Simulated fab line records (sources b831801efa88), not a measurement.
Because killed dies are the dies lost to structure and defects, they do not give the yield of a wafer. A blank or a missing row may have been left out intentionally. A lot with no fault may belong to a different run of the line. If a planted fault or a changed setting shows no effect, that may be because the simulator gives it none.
fab line records	flow sfq-line
record: lots: 5	wafers: 23
route steps=325 shown I6@270 M7@285 I7@296 M8@313
start-h: hours from the record's opening day to when the first of the lot's shown wafers began	wait-h: how many hours have passed since the lot's step before this one	" the same as in the row above	L1.1+2: a row that stands for several wafers	- no value present, or no start provided	* or withheld: withheld	< > ~ a bound
route shown NAME@n: NAME is a module with steps in the file, n the number in the route of the first one	usual: mean and standard deviation over wafers with no fault	same: alike in all rows	chamber/n: place in a boat	sites: readings site by site	_std_site: how widely they spread, as a standard deviation	_edge_site: inner sites' mean taken away from outer sites' mean	radius-mm: for every site, how far away it sits from the centre of the wafer	mask NAME#n: copy n	behind: the most recent tool/chamber to have shaped the wafer	hold: why the lot went on hold/how many hours it stayed there/how the hold came to an end	device: which transistor (n, p or np) failed to switch	end of line: tests of these same wafers at the route's end	a step with no rows: only its recipe	killed: not the wafer's yield, but the dies lost to structure and defects at the first sort	map: per-die view of a wafer (x killed, . not killed, _ where there is no die)
set.NAME: setting as actually run; set.NAME@STEP: the setting as run at that earlier step	model.NAME: the simulator's own value behind a step, which no gauge read
one table per step and one row per wafer, for lots whose settings were changed on purpose
== steps ==
step: SFQ_TRILAYER_I6_VIA_LITHO_COAT_174
recipe: resist: BARC	spin-rpm: 3000	resist-thk-nm: 62
lot.wafer	tool	chamber	start-h	wait-h	set.spin-rpm	model.BARC_of_TRILAYER_I6_VIA_LITHO_COAT_174.thk-nm
L075.1	litho-track-01	0	1450.79	1.0	3000	61.68
L075.2	"	0	"	"	3000	61.56
L075.3	"	0	"	"	3000	61.67
L075.5	"	0	"	"	3072	61.16
L075.6	"	0	"	"	3072	61.09
L077.1	litho-track-04	0	1463.81	1.0	3000	61.73
L077.2	"	0	"	"	2936	62.46
L077.4	"	0	"	"	3000	61.81
L077.5	"	0	"	"	2936	62.68
L077.6	"	0	"	"	3000	61.53
L079.2	litho-track-02	0	1476.58	0.8	3000	62.01
L079.4	"	0	"	"	3000	62.05
L079.5	"	0	"	"	3000	62.12
L083.1	litho-track-01	0	1519.31	1.0	3000	62.14
L083.2	"	0	"	"	3000	62.07
L083.3	"	0	"	"	2937	62.65
L083.4	"	0	"	"	3000	62.27
L083.6	"	0	"	"	2937	62.97
L084.1	litho-track-02	0	1523.84	1.0	3000	61.72
L084.2	"	0	"	"	2910	62.63
L084.3	"	0	"	"	3000	61.5
L084.4	"	0	"	"	2910	62.82
L084.5	"	0	"	"	2910	62.58
step: SFQ_TRILAYER_I6_VIA_BARC_OPEN_VIA_ETCH_235
recipe: mask-material: PR	chemistry: O2	target-depth-nm: 125	target: BARC	source-w: 500	bias-w: 80	pressure-mtorr: 30	time-s: 41.7
lot.wafer	tool	chamber	start-h	wait-h	set.bias-w	set.spin-rpm@TRILAYER_I6_VIA_LITHO_COAT_174	model.etch.depth-nm
L075.1	rie-diel-04	0	1497.55	0.0	87.85	3000	61.68
L075.2	"	3	"	"	80	3000	-
L075.3	"	2	"	"	87.85	3000	61.67
L075.5	"	2	"	"	87.85	3072	-
L075.6	"	1	"	"	80	3072	-
L077.1	rie-diel-03	1	1512.60	0.0	83.69	3000	-
L077.2	"	0	"	"	83.69	2936	-
L077.4	"	3	"	"	80	3000	61.81
L077.5	"	2	"	"	83.69	2936	62.68
L077.6	"	1	"	"	80	3000	61.53
L079.2	rie-diel-03	0	1522.20	0.0	80	3000	62.01
L079.4	"	0	"	"	80	3000	62.05
L079.5	"	1	"	"	80	3000	62.12
L083.1+2	rie-diel-02	3,1	1576.94	0.0	80	3000	-
L083.3	"	2	"	"	83.1	2937	62.65
L083.4	"	0	"	"	83.1	3000	-
L083.6	"	2	"	"	80	2937	62.97
L084.1	rie-diel-03	1	1582.94	0.0	72.81	3000	61.72
L084.2	"	0	"	"	80	2910	62.63
L084.3	"	2	"	"	80	3000	61.5
L084.4	"	2	"	"	72.81	2910	62.82
L084.5	"	1	"	"	80	2910	62.58
step: SFQ_TRILAYER_M7_LITHO_COAT_182
recipe: resist: BARC	spin-rpm: 3000	resist-thk-nm: 62
lot.wafer	tool	chamber	start-h	wait-h	set.resist-thk-nm	model.BARC_of_TRILAYER_M7_LITHO_COAT_182.thk-nm
L075.1	litho-track-03	0	1499.06	0.3	62	61.76
L075.2	"	0	"	"	62	61.79
L075.3	"	0	"	"	62	61.71
L075.5	"	0	"	"	62	61.86
L075.6	"	0	"	"	62	61.69
L077.1	litho-track-03	0	1513.83	0.1	62	62.12
L077.2	"	0	"	"	62	62.2
L077.4	"	0	"	"	62	62.09
L077.5	"	0	"	"	62	61.88
L077.6	"	0	"	"	62	62.28
L079.2	litho-track-03	0	1523.48	0.1	62	61.75
L079.4	"	0	"	"	62	61.87
L079.5	"	0	"	"	62	61.91
L083.1+6	litho-track-02	0	1578.18	0.1	62	61.79
L083.2+4	"	0	"	"	64.39	64.3
L083.3	"	0	"	"	62	61.9
L084.1	litho-track-04	0	1584.16	0.1	65.09	64.81
L084.2	"	0	"	"	65.09	64.87
L084.3	"	0	"	"	62	61.73
L084.4	"	0	"	"	62	61.92
L084.5	"	0	"	"	62	61.86
step: SFQ_TRILAYER_M7_LITHO_PEB_180
recipe: peb-temp-c: 115	peb-time-s: 60	resist: KrF
lot.wafer	tool	chamber	start-h	wait-h	set.peb-time-s
L075.1+3	litho-track-03	0	1571.78	1.0	55.94
L075.2+5+6	"	0	"	"	60
L077.1+4+5	litho-track-03	0	1582.58	1.0	62.37
L077.2+6	"	0	"	"	60
L079.2+4+5	litho-track-02	0	1591.00	0.8	60
L083.1+6	litho-track-04	0	1631.25	1.0	60
L083.2+3+4	"	0	"	"	63.96
L084.1+2+3+4+5	litho-track-03	0	1636.05	1.0	60
step: SFQ_TRILAYER_M7_LITHO_DEVELOP_179
recipe: time-s: 60	resist: KrF
step: SFQ_TRILAYER_M7_BARC_OPEN_METAL_ETCH_229
recipe: mask-material: PR	chemistry: O2	target-depth-nm: 125	target: BARC	icp-w: 600	bias-w: 80	pressure-mtorr: 10	time-s: 41.7
lot.wafer	tool	chamber	start-h	wait-h	set.peb-time-s@TRILAYER_M7_LITHO_PEB_180	model.M7.cd-nm
L075.1	rie-metal-04	0	1572.11	0.0	55.94	508.4
L075.2	"	1	"	"	60	499.3
L075.3	"	0	"	"	55.94	507.4
L075.5	"	0	"	"	60	498.3
L075.6	"	1	"	"	60	498.8
L077.1	rie-metal-03	0	1582.91	0.0	62.37	490.8
L077.2	"	1	"	"	60	496.6
L077.4	"	1	"	"	62.37	492.3
L077.5	"	0	"	"	62.37	492.2
L077.6	"	1	"	"	60	498
L079.2	rie-metal-03	1	1591.31	0.0	60	500.2
L079.4	"	0	"	"	60	500.5
L079.5	"	0	"	"	60	499.7
L083.1	rie-metal-04	0	1631.59	0.0	60	499.8
L083.2	"	1	"	"	63.96	492
L083.3	"	0	"	"	63.96	490.3
L083.4	"	1	"	"	63.96	492.9
L083.6	"	1	"	"	60	500
L084.1	rie-metal-02	1	1636.39	0.0	60	499.8
L084.2	"	0	"	"	60	499
L084.3+4	"	0,1	"	"	60	500.8
L084.5	"	1	"	"	60	500.7
step: SFQ_TRILAYER_I7_DEP_PECVD_183
recipe: material: SiO2	temp-c: 150	time-s: 111.11	pressure-torr: 2.4	rf-w: 183.3	precursor: SiH4/N2O	target-thk-nm: 500
lot.wafer	tool	chamber	start-h	wait-h	set.time-s	model.SiO2_of_TRILAYER_I7_DEP_PECVD_183.thk-nm
L075.1	pecvd-01	2	1573.07	0.0	94.78	422.8
L075.2	"	0	"	"	94.78	427.1
L075.3	"	1	"	"	111.11	487.7
L075.5	"	2	"	"	111.11	499.7
L075.6	"	1	"	"	94.78	427.7
L077.1	pecvd-04	0	1583.87	0.0	111.11	492.9
L077.2	"	1	"	"	111.11	495.9
L077.4	"	1	"	"	97.11	439.7
L077.5	"	0	"	"	97.11	432
L077.6	"	2	"	"	111.11	503.9
L079.2	pecvd-04	2	1592.27	0.0	111.11	498.2
L079.4	"	2	"	"	111.11	503
L079.5	"	0	"	"	111.11	507.6
L083.1	pecvd-04	2	1632.57	0.0	104.9	472
L083.2	"	0	"	"	111.11	494.4
L083.3	"	2	"	"	104.9	479.2
L083.4	"	0	"	"	104.9	471.4
L083.6	"	2	"	"	111.11	501.1
L084.1	pecvd-04	2	1637.35	0.0	111.11	497.6
L084.2	"	0	"	"	111.11	495.7
L084.3	"	0	"	"	111.11	504.4
L084.4	"	2	"	"	124.5	570.4
L084.5	"	0	"	"	124.5	566.3
step: SFQ_TRILAYER_I7_CMP_CMP_184
recipe: material: SiO2	down-force-psi: 3	platen-rpm: 60	pad-velocity-m-s: 0.94248
usual: time-to-endpoint-s: 222/9.3
lot.wafer	tool	chamber	start-h	wait-h	set.time-s@TRILAYER_I7_DEP_PECVD_183	time-to-endpoint-s
L075.3	cmp-02	0	1573.83	0.7	111.11	211
L075.2	"	1	"	"	94.78	169
L075.1	"	3	1575.33	2.2	94.78	173
L075.5	"	0	"	"	111.11	219
L075.6	"	1	"	"	94.78	171
L077.2	cmp-01	2	1584.45	0.5	111.11	220
L077.4	"	3	"	"	97.11	182
L077.1	"	0	"	"	111.11	225
L077.5	"	1	"	"	97.11	164
L077.6	"	2	"	"	111.11	222
L079.4	cmp-01	0	1592.85	0.5	111.11	224
L079.2	"	1	"	"	111.11	205
L079.5	"	3	1594.35	2.0	111.11	229
L083.3	cmp-01	3	1634.40	1.8	104.9	207
L083.2	"	0	"	"	111.11	213
L083.4	"	1	"	"	104.9	190
L083.1	"	2	"	"	104.9	197
L083.6	"	0	1636.90	4.2	111.11	228
L084.2	cmp-02	2	1642.16	4.8	111.11	221
L084.1	"	3	"	"	111.11	209
L084.4	"	0	"	"	124.5	262
L084.3	"	1	"	"	111.11	216
L084.5	"	3	1644.66	7.2	124.5	258
step: SFQ_TRILAYER_I7_VIA_LITHO_COAT_187
recipe: resist: KrF	spin-rpm: 3000	resist-thk-nm: 650
lot.wafer	tool	chamber	start-h	wait-h	set.resist-thk-nm	model.KrF_of_TRILAYER_I7_VIA_LITHO_COAT_187.thk-nm
L075.1	litho-track-04	0	1578.45	0.2	650	648.6
L075.2	"	0	"	"	635.6	630.7
L075.3	"	0	"	"	635.6	633.1
L075.5	"	0	"	"	650	646.9
L075.6	"	0	"	"	635.6	633.5
L077.1	litho-track-01	0	1588.57	0.2	650	649.3
L077.2	"	0	"	"	633	634.1
L077.4	"	0	"	"	633	634.7
L077.5	"	0	"	"	650	652.9
L077.6	"	0	"	"	633	634.2
L079.2	litho-track-04	0	1597.02	0.2	650	650.2
L079.4	"	0	"	"	650	649.9
L079.5	"	0	"	"	650	651.2
L083.1	litho-track-01	0	1639.20	0.2	668.1	669.2
L083.2	"	0	"	"	650	650.5
L083.3	"	0	"	"	668.1	669.4
L083.4	"	0	"	"	650	653.5
L083.6	"	0	"	"	650	653
L084.1	litho-track-01	0	1646.78	0.2	650	651.6
L084.2	"	0	"	"	650	650.7
L084.3	"	0	"	"	650	653
L084.4	"	0	"	"	650	651.7
L084.5	"	0	"	"	650	652.7
step: SFQ_TRILAYER_I7_VIA_LITHO_PEB_190
recipe: peb-temp-c: 115	peb-time-s: 60	resist: KrF
lot.wafer	tool	chamber	start-h	wait-h	set.peb-temp-c
L075.1+2+3+5+6	litho-track-04	0	1655.72	1.0	115
L077.1+5+6	litho-track-03	0	1665.32	1.0	116.8
L077.2+4	"	0	"	"	115
L079.2+4+5	litho-track-01	0	1674.50	0.8	115
L083.1+2	litho-track-01	0	1709.17	1.0	115
L083.3+4+6	"	0	"	"	118.7
L084.1+2+5	litho-track-01	0	1712.77	1.0	115
L084.3+4	"	0	"	"	118
step: SFQ_TRILAYER_I7_VIA_LITHO_DEVELOP_189
recipe: time-s: 60	resist: KrF
step: SFQ_TRILAYER_I7_VIA_BARC_OPEN_VIA_ETCH_260
recipe: mask-material: PR	chemistry: O2	target-depth-nm: 125	target: BARC	source-w: 500	bias-w: 80	pressure-mtorr: 30	time-s: 41.7
lot.wafer	tool	chamber	start-h	wait-h	set.resist-thk-nm@TRILAYER_I7_VIA_LITHO_COAT_187	set.peb-temp-c@TRILAYER_I7_VIA_LITHO_PEB_190	model.I7.cd-nm	model.KrF_of_TRILAYER_I7_VIA_LITHO_COAT_187.thk-nm
L075.1	rie-diel-01	2	1656.06	0.0	650	115	1003	572.2
L075.2	"	1	"	"	635.6	115	1003	553.8
L075.3	"	0	"	"	635.6	115	1005	555.6
L075.5	"	0	"	"	650	115	1004	569.4
L075.6	"	1	"	"	635.6	115	1004	556.5
L077.1	rie-diel-01	0	1665.66	0.0	650	116.8	1034	571.5
L077.2	"	2	"	"	633	115	1002	558.1
L077.4	"	3	"	"	633	115	1001	557
L077.5	"	0	"	"	650	116.8	1033	575
L077.6	"	1	"	"	633	116.8	1034	557.1
L079.2+4	rie-diel-03	3,2	1674.81	0.0	650	115	1002	573.4
L079.5	"	1	"	"	650	115	1001	573.8
L083.1	rie-diel-01	1	1709.51	0.0	668.1	115	999.2	592.4
L083.2	"	2	"	"	650	115	1001	573.8
L083.3	"	0	"	"	668.1	118.7	1061	591.9
L083.4	"	3	"	"	650	118.7	1060	576.2
L083.6	"	3	"	"	650	118.7	1059	575.1
L084.1	rie-diel-04	2	1713.11	0.0	650	115	998.9	575.6
L084.2	"	1	"	"	650	115	997.3	574.1
L084.3	"	0	"	"	650	118	1049	575.7
L084.4	"	3	"	"	650	118	1050	574.7
L084.5	"	1	"	"	650	115	997	576.2
step: SFQ_TRILAYER_I7_VIA_ETCH_VIA_ETCH_190
recipe: target: SiO2	stop-on: Nb	mask-material: PR	taper-deg: 20	chemistry: CHF3	target-depth-nm: 260	source-w: 500	bias-w: 80	pressure-mtorr: 30	time-s: withheld
lot.wafer	tool	chamber	start-h	wait-h	set.peb-temp-c@TRILAYER_I7_VIA_LITHO_PEB_190	model.I7.cd-nm
L075.1+3+5	rie-diel-01	2,0,0	1656.10	0.0	115	1004
L075.2	"	1	"	"	115	1002
L075.6	"	1	"	"	115	1003
L077.1	rie-diel-01	0	1665.70	0.0	116.8	1034
L077.2	"	2	"	"	115	1002
L077.4	"	3	"	"	115	1001
L077.5+6	"	0,1	"	"	116.8	1033
L079.2	rie-diel-03	3	1674.85	0.0	115	1003
L079.4+5	"	2,1	"	"	115	1002
L083.1	rie-diel-01	1	1709.55	0.0	115	996.9
L083.2	"	2	"	"	115	1001
L083.3	"	0	"	"	118.7	1061
L083.4	"	3	"	"	118.7	1060
L083.6	"	3	"	"	118.7	1059
L084.1	rie-diel-04	2	1713.15	0.0	115	995.4
L084.2	"	1	"	"	115	996.7
L084.3	"	0	"	"	118	1049
L084.4	"	3	"	"	118	1053
L084.5	"	1	"	"	115	995.7
step: SFQ_TRILAYER_M8_LITHO_COAT_193
recipe: resist: KrF	spin-rpm: 3000	resist-thk-nm: 600
lot.wafer	tool	chamber	start-h	wait-h	set.resist-thk-nm	model.KrF_of_TRILAYER_M8_LITHO_COAT_193.thk-nm
L075.1	litho-track-03	0	-	-	600	597
L075.2	"	0	"	"	600	599.9
L075.3	"	0	"	"	600	596.3
L075.5	"	0	"	"	613.5	611.3
L075.6	"	0	"	"	613.5	610.8
L077.1	litho-track-02	0	-	-	615.4	611.7
L077.2	"	0	"	"	600	598.6
L077.4	"	0	"	"	615.4	612.7
L077.5	"	0	"	"	600	597.3
L077.6	"	0	"	"	600	596.9
L079.2	litho-track-02	0	-	-	600	599.8
L079.4	"	0	"	"	600	598.9
L079.5	"	0	"	"	600	599.1
L083.1	litho-track-03	0	-	-	600	601.6
L083.2	"	0	"	"	600	600.4
L083.3	"	0	"	"	600	596.9
L083.4	"	0	"	"	600	598.2
L083.6	"	0	"	"	600	598.6
L084.1	litho-track-02	0	-	-	600	599.7
L084.2	"	0	"	"	615.8	615
L084.3	"	0	"	"	615.8	615.5
L084.4	"	0	"	"	615.8	616.4
L084.5	"	0	"	"	600	602
== key ==
split: step: SFQ_TRILAYER_I6_VIA_LITHO_COAT_174	setting: spin-rpm	stated: 3000	by: wafer
response: step: SFQ_TRILAYER_I6_VIA_LITHO_COAT_174	reading: model.BARC_of_TRILAYER_I6_VIA_LITHO_COAT_174.thk-nm	change: -0.324	per: 1%	r: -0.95
response: step: SFQ_TRILAYER_I6_VIA_BARC_OPEN_VIA_ETCH_235	reading: model.etch.depth-nm	change: -0.382	per: 1%	r: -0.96
split: step: SFQ_TRILAYER_I6_VIA_BARC_OPEN_VIA_ETCH_235	setting: bias-w	stated: 80	by: wafer
response none clear
split: step: SFQ_TRILAYER_M7_LITHO_COAT_182	setting: resist-thk-nm	stated: 62	by: wafer
response: step: SFQ_TRILAYER_M7_LITHO_COAT_182	reading: model.BARC_of_TRILAYER_M7_LITHO_COAT_182.thk-nm	change: +0.617	per: 1%	r: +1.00
split: step: SFQ_TRILAYER_M7_LITHO_PEB_180	setting: peb-time-s	stated: 60	by: wafer
response: step: SFQ_TRILAYER_M7_BARC_OPEN_METAL_ETCH_229	reading: model.M7.cd-nm	change: -1.31	per: 1%	r: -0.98
split: step: SFQ_TRILAYER_I7_DEP_PECVD_183	setting: time-s	stated: 111.11	by: wafer
response: step: SFQ_TRILAYER_I7_DEP_PECVD_183	reading: model.SiO2_of_TRILAYER_I7_DEP_PECVD_183.thk-nm	change: +4.97	per: 1%	r: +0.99
response: step: SFQ_TRILAYER_I7_CMP_CMP_184	reading: time-to-endpoint-s	change: *	per: 1%	r: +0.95
split: step: SFQ_TRILAYER_I7_VIA_LITHO_COAT_187	setting: resist-thk-nm	stated: 650	by: wafer
response: step: SFQ_TRILAYER_I7_VIA_LITHO_COAT_187	reading: model.KrF_of_TRILAYER_I7_VIA_LITHO_COAT_187.thk-nm	change: +6.41	per: 1%	r: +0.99
response: step: SFQ_TRILAYER_I7_VIA_BARC_OPEN_VIA_ETCH_260	reading: model.KrF_of_TRILAYER_I7_VIA_LITHO_COAT_187.thk-nm	change: +6.33	per: 1%	r: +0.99
split: step: SFQ_TRILAYER_I7_VIA_LITHO_PEB_190	setting: peb-temp-c	stated: 115	by: wafer
response: step: SFQ_TRILAYER_I7_VIA_BARC_OPEN_VIA_ETCH_260	reading: model.I7.cd-nm	change: +19.3	per: 1%	r: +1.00
response: step: SFQ_TRILAYER_I7_VIA_ETCH_VIA_ETCH_190	reading: model.I7.cd-nm	change: +19.9	per: 1%	r: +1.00
split: step: SFQ_TRILAYER_M8_LITHO_COAT_193	setting: resist-thk-nm	stated: 600	by: wafer
response: step: SFQ_TRILAYER_M8_LITHO_COAT_193	reading: model.KrF_of_TRILAYER_M8_LITHO_COAT_193.thk-nm	change: +5.73	per: 1%	r: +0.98
